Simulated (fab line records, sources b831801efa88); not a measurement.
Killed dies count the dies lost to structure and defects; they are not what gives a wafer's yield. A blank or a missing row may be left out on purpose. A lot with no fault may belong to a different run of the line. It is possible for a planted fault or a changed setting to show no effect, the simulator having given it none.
fab line records | flow sky130
[record] lots = 12 wafers = 36 last-day = 50
route steps=708 shown VIA3@575 METAL4@600 PAD_OPEN@708
lots with no fault: from the same line, run without faults
start-h: hours from the record's opening day to when the first of the lot's shown wafers began | wait-h: hours elapsed since this lot's preceding step | " the same as in the row above | L1.1+2: a single row standing in for several wafers | - no value, or no start given | * or withheld: withheld | < > ~ a bound
route shown NAME@n: names a module that has steps shown in the file, with the first one's number in the route | usual: mean and standard deviation over wafers with no fault | same: alike in all rows | chamber/n: place in a boat | sites: the reading at each site | _std_site: standard deviation of those values | _edge_site: mean of outer sites minus mean of inner sites | radius-mm: how far each site lies from the wafer's centre | mask NAME#n: copy n | behind: tool/chamber where the wafer was last shaped | hold: why the lot was held/for how many hours/how that ended | device: which transistor (n, p or np) failed to switch | end of line: at the end of the route, the tests of the same wafers | where a step has no rows: the recipe by itself | killed: not the wafer's yield, but the dies lost to structure and defects at the first sort | map: shows each die of a wafer: x if killed, . if not, _ if none is there
set.NAME: the setting the step ran with; set.NAME@STEP: the setting that earlier step ran with | model.NAME: the simulator's own value behind a step, which no gauge read
one table for each step of the route and one row for each wafer, over a sample of lots
services: the hour from which a tool's chamber was out of use, counted from the record's first day as start-h (under 0 if before that day), plus the number of hours and why
[[steps]]
[step SKY_VIA3_CMP_02]
[recipe] material = SiO2 down-force-psi = 4 platen-rpm = 60 pad-velocity-m-s = 0.94248
[usual] motor-current-A = 12.0/1.5 slurry-filter-dp-kPa = 13.50/0.14
// columns lot.wafer tool chamber start-h wait-h motor-current-A slurry-filter-dp-kPa
L912.4 cmp-02 2 901.24 0.3 11.5 13.69
L912.1 " 3 " " 10.2 13.59
L912.5 " 2 " " 11.5 13.66
L913.4 cmp-02 0 901.99 0.2 11.5 13.33
L913.3 " 1 " " 13.8 13.62
L913.6 " 0 " " 11.3 13.49
L914.1 cmp-01 2 917.10 3.9 15.4 13.51
L914.6 " 1 " " 11.1 13.38
L914.5 " 2 " " 14.7 13.45
L915.2 cmp-02 2 921.65 0.1 12.1 13.66
L915.3 " 3 " " 9.6 13.52
L915.4 " 0 " " 11.9 13.38
L918.3 cmp-02 2 952.28 0.1 11.1 13.50
L918.2 " 3 " " 10.1 13.54
L918.6 " 0 " " 11.5 13.54
L920.2 cmp-01 0 966.73 0.1 11.4 13.58
L920.3 " 2 " " 14.3 13.47
L920.5 " 0 " " 11.1 13.55
L919.1 cmp-01 1 986.11 0.1 11.0 13.38
L919.6 " 0 " " 11.3 13.70
L919.5 " 1 " " 10.8 13.44
L924.2 cmp-02 1 995.40 0.1 13.5 13.48
L924.4 " 2 " " 10.8 13.36
L924.1 " 3 " " 10.2 13.56
L928.2 cmp-02 0 1020.48 0.5 11.6 13.76
L928.4 " 1 " " 13.3 13.78
L928.5 " 3 " " 10.0 13.55
L933.3 cmp-02 2 1045.60 0.1 11.4 13.35
L933.1 " 3 " " 10.3 13.68
L933.5 " 1 " " 14.0 13.39
L934.3 cmp-02 0 1048.73 0.0 11.1 13.75
L934.2 " 3 " " 10.0 13.45
L934.6 " 1 " " 13.7 13.65
L935.2 cmp-01 3 1061.15 0.0 12.3 13.43
L935.3 " 2 " " 14.9 13.50
L935.5 " 3 " " 12.0 13.27
[step SKY_VIA3_CVD_21]
[recipe] material = W target-thk-nm = 390 time-s = 117.31 temp-c = 400 pressure-torr = 40
[usual] heater-power-w = 941/100
// columns lot.wafer tool chamber start-h wait-h heater-power-w since-wet-clean-h
L912.1 cvd-w-01 0 926.98 0.0 815 9
L912.4 " 0 " " 823 -
L912.5 " 1 " " 968 -
L913.3 cvd-w-01 0 927.33 0.1 793 -
L913.4 " 1 " " 978 -
L913.6 " 1 " " 998 -
L914.1 cvd-w-01 0 942.11 0.0 784 24
L914.5 " 1 " " 986 -
L914.6 " 0 " " 791 -
L915.2 cvd-w-01 0 946.67 0.0 803 29
L915.3 " 1 " " 990 -
L915.4 " 0 " " 815 -
L918.2 cvd-w-01 1 976.90 0.0 1020 59
L918.3 " 1 " " 969 -
L918.6 " 1 " " 987 -
L920.2 cvd-w-01 0 991.45 0.0 804 73
L920.3 " 0 " " 788 -
L920.5 " 1 " " 991 -
L919.1 cvd-w-01 1 1011.23 0.0 1007 93
L919.5 " 1 " " 984 -
L919.6 " 0 " " 819 -
L924.1 cvd-w-02 0 1019.48 0.0 958 615
L924.2 " 1 " " 1035 615
L924.4 " 0 " " 972 -
L928.2 cvd-w-02 0 1043.40 0.0 973 639
L928.4 " 1 " " 1066 -
L928.5 " 0 " " 987 -
L933.1 cvd-w-02 0 1068.71 0.0 932 665
L933.3 " 0 " " 954 -
L933.5 " 0 " " 964 -
L934.2 cvd-w-01 1 1071.82 0.0 997 154
L934.3 " 0 " " 795 -
L934.6 " 0 " " 809 -
L935.2 cvd-w-01 1 1084.50 0.0 995 167
L935.3 " 1 " " 979 -
L935.5 " 0 " " 818 -
[step SKY_VIA3_RS_MEAS_22]
[recipe] thk-meas-gauge = four-point-probe reads = W_of_VIA3_CVD_21+TiN_of_VIA3_SPUTTER_20
[usual] VIA3_W_RS = 0.291/0.0041
// columns lot.wafer tool chamber start-h wait-h VIA3_W_RS[ohm/sq]
L912.1 film-metro-01 - 927.10 0.1 0.291
L912.4 " - " " 0.289
L912.5 " - " " 0.284
L913.3 film-metro-03 - 927.45 0.1 0.299
L913.4 " - " " 0.288
L913.6 " - " " 0.291
L914.1 film-metro-03 - 942.23 0.1 0.292
L914.5 " - " " 0.286
L914.6 " - " " 0.293
L915.2 film-metro-02 - 946.81 0.1 0.292
L915.3 " - " " 0.288
L915.4 " - " " 0.291
L918.2 film-metro-03 - 977.04 0.1 0.287
L918.3 " - " " 0.289
L918.6 " - " " 0.286
L920.2 film-metro-01 - 991.59 0.1 0.296
L920.3 " - " " 0.295
L920.5 " - " " 0.289
L919.1 film-metro-03 - 1011.35 0.1 0.291
L919.5 " - " " 0.288
L919.6 " - " " 0.293
L924.1 film-metro-03 - 1019.60 0.1 0.291
L924.2 " - " " 0.284
L924.4 " - " " 0.295
L928.2 film-metro-03 - 1043.54 0.1 0.295
L928.4 " - " " 0.285
L928.5 " - " " 0.291
L933.1 film-metro-03 - 1068.84 0.1 0.292
L933.3 " - " " 0.295
L933.5 " - " " 0.291
L934.2 film-metro-01 - 1071.96 0.1 0.287
L934.3 " - " " 0.291
L934.6 " - " " 0.292
L935.2 film-metro-01 - 1084.64 0.1 0.288
L935.3 " - " " 0.290
L935.5 " - " " 0.293
[step SKY_METAL4_SPUTTER_02]
[recipe] material = AlCu target-thk-nm = 735 power-w = 10600 time-s = 39.1 chamber-pressure-pa = 0.4
[usual] chamber-pressure-pa = 0.4000/0.00076 throttle-valve-pct = 30.4/0.77
// columns lot.wafer tool chamber start-h wait-h chamber-pressure-pa throttle-valve-pct
L912.1 pvd-sputter-02 - 927.63 0.0 0.3997 30.4
L912.4 " - " " 0.4003 30.5
L912.5 " - " " 0.3994 29.9
L913.3 pvd-sputter-04 - 927.94 0.0 0.3993 30.9
L913.4 " - " " 0.4009 31.0
L913.6 " - " " 0.3973 30.8
L914.1 pvd-sputter-04 - 942.76 0.0 0.4000 30.7
L914.5 " - " " 0.3998 29.3
L914.6 " - " " 0.4008 31.1
L915.2 pvd-sputter-02 - 947.33 0.0 0.3999 31.6
L915.3 " - " " 0.4000 30.0
L915.4 " - " " 0.3994 29.9
L918.2 pvd-sputter-02 - 977.55 0.0 0.4010 30.3
L918.3 " - " " 0.3995 29.9
L918.6 " - " " 0.3996 30.0
L920.2 pvd-sputter-02 - 992.32 0.0 0.3994 30.2
L920.3 " - " " 0.4004 30.6
L920.5 " - " " 0.4006 31.2
L919.1 pvd-sputter-02 - 1011.88 0.0 0.3999 30.3
L919.5 " - " " 0.3999 30.4
L919.6 " - " " 0.3995 31.4
L924.1 pvd-sputter-04 - 1020.13 0.0 0.4012 31.1
L924.2 " - " " 0.4006 29.4
L924.4 " - " " 0.3997 31.1
L928.2 pvd-sputter-02 - 1044.05 0.0 0.3649 31.4
L928.4 " - " " 0.3630 33.1
L928.5 " - " " 0.3629 31.6
L933.1 pvd-sputter-04 - 1069.36 0.0 0.4007 31.4
L933.3 " - " " 0.3995 29.6
L933.5 " - " " 0.4007 29.8
L934.2 pvd-sputter-02 - 1072.47 0.0 0.3620 32.0
L934.3 " - " " 0.3642 32.8
L934.6 " - " " 0.3636 31.7
L935.2 pvd-sputter-04 - 1085.15 0.0 0.3991 29.5
L935.3 " - " " 0.4000 31.0
L935.5 " - " " 0.4010 30.9
[step SKY_PAD_OPEN_PROBE_99]
[usual] defect-limited-yield = 82.8/1.9 killed_at_M0_to_M3 = 42/6.9 killed_at_M4_up = 3.2/1.7 killed-at-contacts = 23/5.5 killed-at-front-end = 16/4 killed-at-other = 0.4/0.55 killed-dies = 85/9.2 killed-on-rim = 16/3.5 killed-open = 46/6.8 killed-short = 38/6.2 sort_bin_3_pad_short = 0.9/0.4 sort_bin_5_function = 10.2/1.5 sort_bin_6_memory = 6.2/1.1 sort-n-pass = 407/9.2 sort-yield-pct = 82.8/1.9
[same] gross-dies = 492 killed-at-back-side = 0 sort_bin_4_leakage[%] = 0 sort_bin_8_speed[%] = 0
// columns lot.wafer tool chamber start-h wait-h defect-limited-yield[%] killed_at_M0_to_M3 killed_at_M4_up killed-at-contacts killed-at-front-end killed-at-other killed-dies killed-on-rim killed-open killed-short sort_bin_3_pad_short[%] sort_bin_5_function[%] sort_bin_6_memory[%] sort-n-pass sort-yield-pct[%]
L912.1 prober-02 - 1071.28 0.1 85.6 33 6 19 13 0 71 13 35 36 1.0 6.9 6.5 421 85.6
L912.4 prober-02 - 1071.43 0.2 85.4 36 2 27 7 0 72 12 40 32 0.6 9.1 4.9 420 85.4
L912.5 prober-02 - 1071.48 0.2 83.3 37 3 28 14 0 82 12 49 33 0.6 9.6 6.5 410 83.3
L913.3 prober-01 - 1071.91 0.2 78.5 48 4 32 22 0 106 17 53 53 0.8 12.4 8.3 386 78.5
L913.4 prober-01 - 1071.96 0.2 80.9 50 2 25 17 0 94 20 42 52 1.8 9.1 8.1 398 80.9
L913.6 prober-01 - 1072.06 0.2 81.9 49 6 25 9 0 89 14 51 38 1.4 10.6 6.1 403 81.9
L914.1 prober-02 - 1083.38 0.1 87.2 34 2 18 9 0 63 12 32 31 0.6 7.5 4.7 429 87.2
L914.5 prober-02 - 1083.58 0.2 81.3 44 4 25 18 1 92 16 46 45 0.4 11.6 6.7 400 81.3
L914.6 prober-02 - 1083.63 0.2 85.8 30 3 19 16 2 70 15 36 34 1.0 7.5 5.7 422 85.8
L915.2 prober-01 - 1091.01 0.1 83.5 42 3 18 18 0 81 19 44 36 0.6 7.9 7.9 411 83.5
L915.3 prober-01 - 1091.06 0.2 82.7 45 3 22 15 0 85 13 45 38 0.8 10.4 6.1 407 82.7
L915.4 prober-01 - 1091.11 0.2 84.1 40 3 18 17 0 78 13 42 36 1.2 9.8 4.9 414 84.1
L918.2 prober-02 - 1113.23 0.1 83.5 43 1 15 21 1 81 15 42 38 1.0 10.8 4.7 411 83.5
L918.3 prober-02 - 1113.28 0.2 81.1 43 2 27 21 0 93 14 42 50 0.8 11.6 6.5 399 81.1
L918.6 prober-02 - 1113.43 0.2 82.7 35 3 25 21 1 85 18 53 32 1.4 10.0 5.9 407 82.7
L920.2 prober-01 - 1129.22 0.1 83.3 50 1 20 11 0 82 17 48 34 0.4 9.6 6.7 410 83.3
L920.3 prober-01 - 1129.27 0.2 83.3 37 4 22 19 0 82 15 38 44 0.6 9.8 6.3 410 83.3
L920.5 prober-01 - 1129.37 0.2 87.0 32 1 14 16 1 64 12 43 21 0.4 8.3 4.3 428 87.0
L919.1 prober-02 - 1143.41 0.1 82.5 50 1 16 19 0 86 16 44 40 1.0 10.4 6.1 406 82.5
L919.5 prober-02 - 1143.61 0.2 84.6 44 2 14 16 0 76 17 43 32 0.8 7.5 7.1 416 84.6
L919.6 prober-02 - 1143.66 0.2 80.5 53 1 16 26 0 96 17 53 42 1.2 10.2 8.1 396 80.5
L924.1 prober-02 - 1151.43 0.1 84.8 31 3 19 21 1 75 11 29 46 1.4 10.0 3.9 417 84.8
L924.2 prober-02 - 1151.48 0.1 83.7 31 4 24 21 0 80 14 45 35 0.6 10.4 5.3 412 83.7
L924.4 prober-02 - 1151.58 0.2 80.1 38 3 36 21 0 98 19 48 50 0.4 12.4 7.1 394 80.1
L928.2 prober-02 - 1171.16 0.1 83.7 42 7 22 8 1 80 16 44 34 0 9.6 6.7 412 83.7
L928.4 prober-02 - 1171.26 0.2 80.9 43 5 27 19 0 94 18 54 39 1.0 10.8 7.3 398 80.9
L928.5 prober-02 - 1171.31 0.2 81.7 46 2 27 15 0 90 25 54 35 0.8 12.2 5.3 402 81.7
L933.1 prober-01 - 1190.13 0.1 86.0 37 4 19 9 0 69 16 42 27 1.2 8.3 4.5 423 86.0
L933.3 prober-01 - 1190.23 0.2 82.5 43 1 22 20 0 86 14 43 43 1.0 10.8 5.7 406 82.5
L933.5 prober-01 - 1190.33 0.2 82.5 45 6 18 16 1 86 20 54 31 1.2 10.0 6.3 406 82.5
L934.2 prober-02 - 1191.93 0.1 81.9 43 7 24 14 1 89 15 50 39 1.6 11.8 4.7 403 81.9
L934.3 prober-02 - 1191.98 0.2 82.3 42 2 21 21 1 87 20 47 40 0.8 10.2 6.7 405 82.3
L934.6 prober-02 - 1192.13 0.2 86.6 28 1 20 15 2 66 15 36 30 0.6 7.3 5.5 426 86.6
L935.2 prober-01 - 1200.71 0.1 85.2 39 4 13 17 0 73 11 38 35 0.8 7.7 6.3 419 85.2
L935.3 prober-01 - 1200.76 0.2 82.3 48 3 20 15 1 87 9 47 38 0.8 9.3 7.5 405 82.3
L935.5 prober-01 - 1200.86 0.2 81.7 39 7 24 18 2 90 19 41 45 1.6 9.1 7.5 402 81.7
// killed by level:class
L912.1 VIA1:geometric-particle:open=10 CONTACT:geometric-particle:open=7 METAL4:geometric-particle:short=6 VIA3:geometric-particle:open=4 FIELD_ISO:geometric-particle:open=3 VIA2:geometric-particle:short=3 POLY_GATE:geometric-particle:short=3 LI_CONTACT:geometric-particle:open=3
L912.4 CONTACT:geometric-particle:open=9 VIA1:geometric-particle:open=8 LI_CONTACT:geometric-particle:open=6 METAL2:geometric-particle:short=6 VIA3:geometric-particle:open=6 METAL1:geometric-particle:short=5 LOCAL_INTERCONNECT:geometric-particle:short=5 VIA2:geometric-particle:open=5
L912.5 LI_CONTACT:geometric-particle:open=9 VIA2:geometric-particle:open=9 VIA3:geometric-particle:open=9 LOCAL_INTERCONNECT:geometric-particle:short=7 CONTACT:geometric-particle:open=6 VIA1:geometric-particle:open=6 POLY_GATE:geometric-particle:short=4 VIA1:geometric-particle:short=4
L913.3 VIA1:geometric-particle:short=12 LI_CONTACT:geometric-particle:open=11 CONTACT:geometric-particle:open=10 VIA1:geometric-particle:open=9 FIELD_ISO:geometric-particle:short=8 VIA3:geometric-particle:open=7 VIA2:geometric-particle:open=6 POLY_GATE:geometric-particle:short=5
L913.4 VIA1:geometric-particle:open=12 METAL1:geometric-particle:short=9 METAL2:geometric-particle:short=8 LOCAL_INTERCONNECT:geometric-particle:short=6 VIA2:geometric-particle:open=6 POLY_GATE:geometric-particle:short=5 LI_CONTACT:geometric-particle:short=5 CONTACT:geometric-particle:short=5
L913.6 VIA1:geometric-particle:open=13 VIA2:geometric-particle:open=11 CONTACT:geometric-particle:open=9 CONTACT:geometric-particle:short=5 LI_CONTACT:geometric-particle:open=4 VIA1:geometric-particle:short=4 LOCAL_INTERCONNECT:geometric-particle:short=4 METAL4:geometric-particle:short=4
L914.1 CONTACT:geometric-particle:open=9 VIA2:geometric-particle:open=7 VIA1:geometric-particle:open=5 LOCAL_INTERCONNECT:geometric-particle:short=4 METAL2:geometric-particle:short=4 VIA3:geometric-particle:open=4 FIELD_ISO:geometric-particle:short=3 CONTACT:geometric-particle:short=3
L914.5 LI_CONTACT:geometric-particle:open=9 VIA1:geometric-particle:open=8 METAL1:geometric-particle:short=7 CONTACT:geometric-particle:open=6 VIA2:geometric-particle:open=6 VIA1:geometric-particle:short=5 METAL2:geometric-particle:short=5 VIA3:geometric-particle:open=5
L914.6 CONTACT:geometric-particle:open=8 VIA1:geometric-particle:open=6 LI_CONTACT:geometric-particle:open=5 VIA2:geometric-particle:open=5 FIELD_ISO:geometric-particle:short=4 POLY_GATE:geometric-particle:short=4 METAL1:geometric-particle:short=4 METAL3:geometric-particle:short=4
L915.2 CONTACT:geometric-particle:open=10 VIA1:geometric-particle:open=7 VIA2:geometric-particle:open=7 VIA3:geometric-particle:open=7 METAL2:geometric-particle:short=5 FIELD_ISO:geometric-particle:short=4 POLY_GATE:geometric-particle:short=4 METAL1:geometric-particle:short=4
L915.3 CONTACT:geometric-particle:open=8 VIA2:geometric-particle:open=8 LI_CONTACT:geometric-particle:open=6 VIA1:geometric-particle:short=6 VIA1:geometric-particle:open=6 VIA3:geometric-particle:open=6 CONTACT:geometric-particle:short=5 FIELD_ISO:geometric-particle:open=4
L915.4 VIA1:geometric-particle:open=11 VIA1:geometric-particle:short=7 FIELD_ISO:geometric-particle:short=6 CONTACT:geometric-particle:open=6 LI_CONTACT:geometric-particle:open=5 VIA2:geometric-particle:open=5 METAL2:geometric-particle:short=5 POLY_GATE:geometric-particle:open=4
L918.2 VIA2:geometric-particle:open=10 FIELD_ISO:geometric-particle:open=7 CONTACT:geometric-particle:open=7 VIA1:geometric-particle:open=7 METAL1:geometric-particle:short=7 FIELD_ISO:geometric-particle:short=6 VIA1:geometric-particle:short=5 METAL2:geometric-particle:short=4
L918.3 METAL1:geometric-particle:short=8 POLY_GATE:geometric-particle:short=7 LI_CONTACT:geometric-particle:open=7 VIA2:geometric-particle:open=7 VIA1:geometric-particle:open=7 VIA3:geometric-particle:short=7 LOCAL_INTERCONNECT:geometric-particle:short=6 CONTACT:geometric-particle:open=6
L918.6 CONTACT:geometric-particle:open=13 FIELD_ISO:geometric-particle:short=7 LI_CONTACT:geometric-particle:open=6 FIELD_ISO:geometric-particle:open=5 VIA1:geometric-particle:open=5 VIA3:geometric-particle:open=5 POLY_GATE:geometric-particle:short=4 VIA1:geometric-particle:short=4
L920.2 VIA2:geometric-particle:open=12 VIA1:geometric-particle:open=10 CONTACT:geometric-particle:open=8 METAL1:geometric-particle:short=7 VIA2:geometric-particle:short=6 CONTACT:geometric-particle:short=5 VIA3:geometric-particle:open=4 POLY_GATE:geometric-particle:open=4
L920.3 VIA2:geometric-particle:open=8 POLY_GATE:geometric-particle:short=6 CONTACT:geometric-particle:open=6 POLY_GATE:geometric-particle:open=5 CONTACT:geometric-particle:short=5 VIA1:geometric-particle:open=5 LOCAL_INTERCONNECT:geometric-particle:short=4 VIA2:geometric-particle:short=4
L920.5 VIA1:geometric-particle:open=9 VIA3:geometric-particle:open=8 LI_CONTACT:geometric-particle:open=7 CONTACT:geometric-particle:open=5 VIA2:geometric-particle:open=5 FIELD_ISO:geometric-particle:short=3 POLY_GATE:geometric-particle:short=3 POLY_GATE:geometric-particle:open=3
L919.1 VIA1:geometric-particle:open=15 LI_CONTACT:geometric-particle:open=8 METAL1:geometric-particle:short=8 FIELD_ISO:geometric-particle:open=5 VIA2:geometric-particle:open=5 FIELD_ISO:geometric-particle:short=4 SPACER:geometric-particle:short=4 VIA1:geometric-particle:short=4
L919.5 VIA1:geometric-particle:open=12 FIELD_ISO:geometric-particle:open=6 CONTACT:geometric-particle:open=5 VIA3:geometric-particle:open=5 METAL2:geometric-particle:short=5 METAL1:geometric-particle:short=4 VIA2:geometric-particle:open=4 VIA3:geometric-particle:short=4
L919.6 VIA1:geometric-particle:open=12 VIA2:geometric-particle:open=11 METAL2:geometric-particle:short=9 VIA1:geometric-particle:short=7 FIELD_ISO:geometric-particle:short=6 LI_CONTACT:geometric-particle:open=6 FIELD_ISO:geometric-particle:open=5 POLY_GATE:geometric-particle:open=5
L924.1 VIA1:geometric-particle:short=6 POLY_GATE:geometric-particle:open=5 POLY_GATE:geometric-particle:short=5 VIA2:geometric-particle:short=5 VIA3:geometric-particle:open=5 CONTACT:geometric-particle:open=4 LOCAL_INTERCONNECT:geometric-particle:short=4 CONTACT:geometric-particle:short=4
L924.2 CONTACT:geometric-particle:open=10 VIA1:geometric-particle:open=10 LI_CONTACT:geometric-particle:open=6 FIELD_ISO:geometric-particle:short=5 VIA1:geometric-particle:short=5 POLY_GATE:geometric-particle:open=5 VIA2:geometric-particle:open=5 POLY_GATE:geometric-particle:short=4
L924.4 CONTACT:geometric-particle:open=10 FIELD_ISO:geometric-particle:short=9 LI_CONTACT:geometric-particle:open=9 VIA1:geometric-particle:open=9 METAL1:geometric-particle:short=8 POLY_GATE:geometric-particle:short=7 LI_CONTACT:geometric-particle:short=7 VIA2:geometric-particle:open=6
L928.2 VIA1:geometric-particle:open=14 LI_CONTACT:geometric-particle:open=7 CONTACT:geometric-particle:open=7 VIA2:geometric-particle:open=6 VIA1:geometric-particle:short=5 CONTACT:geometric-particle:short=4 METAL2:geometric-particle:short=4 VIA3:geometric-particle:open=4
L928.4 VIA1:geometric-particle:open=13 CONTACT:geometric-particle:open=10 VIA2:geometric-particle:open=8 LI_CONTACT:geometric-particle:open=6 FIELD_ISO:geometric-particle:open=5 POLY_GATE:geometric-particle:short=5 CONTACT:geometric-particle:short=5 FIELD_ISO:geometric-particle:short=4
L928.5 VIA1:geometric-particle:open=12 VIA3:geometric-particle:open=11 LI_CONTACT:geometric-particle:open=11 LOCAL_INTERCONNECT:geometric-particle:short=5 CONTACT:geometric-particle:open=5 VIA1:geometric-particle:short=5 FIELD_ISO:geometric-particle:short=4 LI_CONTACT:geometric-particle:short=4
L933.1 VIA1:geometric-particle:open=14 CONTACT:geometric-particle:open=6 LOCAL_INTERCONNECT:geometric-particle:short=5 CONTACT:geometric-particle:short=4 METAL1:geometric-particle:short=4 METAL2:geometric-particle:short=4 FIELD_ISO:geometric-particle:open=3 VIA2:geometric-particle:open=3
L933.3 VIA1:geometric-particle:open=15 VIA1:geometric-particle:short=7 METAL2:geometric-particle:short=7 POLY_GATE:geometric-particle:short=6 LI_CONTACT:geometric-particle:open=6 CONTACT:geometric-particle:open=5 FIELD_ISO:geometric-particle:open=4 POLY_GATE:geometric-particle:open=4
L933.5 VIA1:geometric-particle:open=14 VIA2:geometric-particle:open=8 CONTACT:geometric-particle:open=7 LI_CONTACT:geometric-particle:open=6 METAL1:geometric-particle:short=6 VIA3:geometric-particle:open=5 VIA3:geometric-particle:short=4 FIELD_ISO:geometric-particle:open=3
L934.2 VIA1:geometric-particle:open=15 CONTACT:geometric-particle:open=9 LI_CONTACT:geometric-particle:open=8 FIELD_ISO:geometric-particle:short=6 METAL4:geometric-particle:short=6 VIA1:geometric-particle:short=6 VIA2:geometric-particle:open=6 CONTACT:geometric-particle:short=5
L934.3 LI_CONTACT:geometric-particle:open=10 VIA1:geometric-particle:open=7 VIA2:geometric-particle:open=7 VIA3:geometric-particle:short=6 VIA3:geometric-particle:open=6 POLY_CUT:geometric-particle:open=5 CONTACT:geometric-particle:open=5 VIA1:geometric-particle:short=5
L934.6 LI_CONTACT:geometric-particle:open=9 CONTACT:geometric-particle:open=7 VIA1:geometric-particle:open=5 METAL2:geometric-particle:short=5 VIA3:geometric-particle:open=4 FIELD_ISO:geometric-particle:short=3 POLY_CUT:geometric-particle:short=3 CONTACT:geometric-particle:short=3
L935.2 VIA1:geometric-particle:open=10 LI_CONTACT:geometric-particle:open=7 VIA2:geometric-particle:open=7 POLY_GATE:geometric-particle:short=5 POLY_GATE:geometric-particle:open=5 FIELD_ISO:geometric-particle:short=4 METAL1:geometric-particle:short=4 VIA3:geometric-particle:open=4
L935.3 VIA1:geometric-particle:open=9 CONTACT:geometric-particle:open=9 VIA2:geometric-particle:open=8 VIA3:geometric-particle:open=6 LI_CONTACT:geometric-particle:open=5 METAL2:geometric-particle:short=5 METAL1:geometric-particle:short=4 VIA1:geometric-particle:short=4
L935.5 VIA1:geometric-particle:open=11 VIA1:geometric-particle:short=8 CONTACT:geometric-particle:short=7 CONTACT:geometric-particle:open=7 METAL4:geometric-particle:short=7 POLY_GATE:geometric-particle:open=6 LI_CONTACT:geometric-particle:open=6 POLY_GATE:geometric-particle:short=5
[[services]]
// columns tool chamber start-h hours kind
cvd-w-01 - 880.63 14.6 pm
cmp-01 - 883.16 2.1 repair
cvd-w-01 1 886.16 - calibration
cmp-02 - 894.13 1.2 repair
cmp-01 - 900.75 5.7 repair
cvd-w-01 - 904.00 14.0 pm
cvd-w-01 0 904.00 14.0 vent-cycle
cvd-w-01 1 904.00 14.0 vent-cycle
cmp-02 - 905.50 1.2 repair
cmp-02 - 910.89 6.7 repair
cmp-01 - 912.45 4.0 pm
cmp-01 - 916.45 - consumable-replace:conditioner
cmp-01 - 916.45 - consumable-replace:pad
cvd-w-01 0 918.00 - clean
cvd-w-01 1 918.00 - clean
cmp-01 - 920.24 1.6 repair
cvd-w-02 1 935.26 21.4 repair
cmp-01 - 952.05 1.2 repair
cmp-01 - 989.18 4.0 pm
cmp-02 - 1011.06 0.4 repair
cmp-01 - 1016.69 4.2 pm
cvd-w-01 - 1049.73 6.9 pm
cmp-02 - 1058.99 6.0 pm
cmp-02 - 1084.00 4.0 pm
[[key]]
[first-sign] step = SKY_METAL4_SPUTTER_02 reading = chamber-pressure-pa direction = down sigmas = 48 usual = 0.4000 struck = 0.3634
[effect] step = SKY_METAL4_SPUTTER_02 reading = throttle-valve-pct direction = up sigmas = 2.3 usual = 30.4 struck = 32.1 wafers-moved = 3
met-at SKY_METAL4_SPUTTER_02
struck-lots L928,L934
not-acting-at SKY_VIA3_CMP_02,SKY_VIA3_CVD_21,SKY_VIA3_RS_MEAS_22
onset-between 1011.88 1044.05
[fault] kind = process-parameter-drift tool = pvd-sputter-02 chamber = - onset-h = 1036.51 steps = SKY_METAL4_SPUTTER_02 channel = chamber-pressure-pa offset = -0.036996 shape = step end-h = 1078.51 acts-in = these-recipes-only stated = 0.4
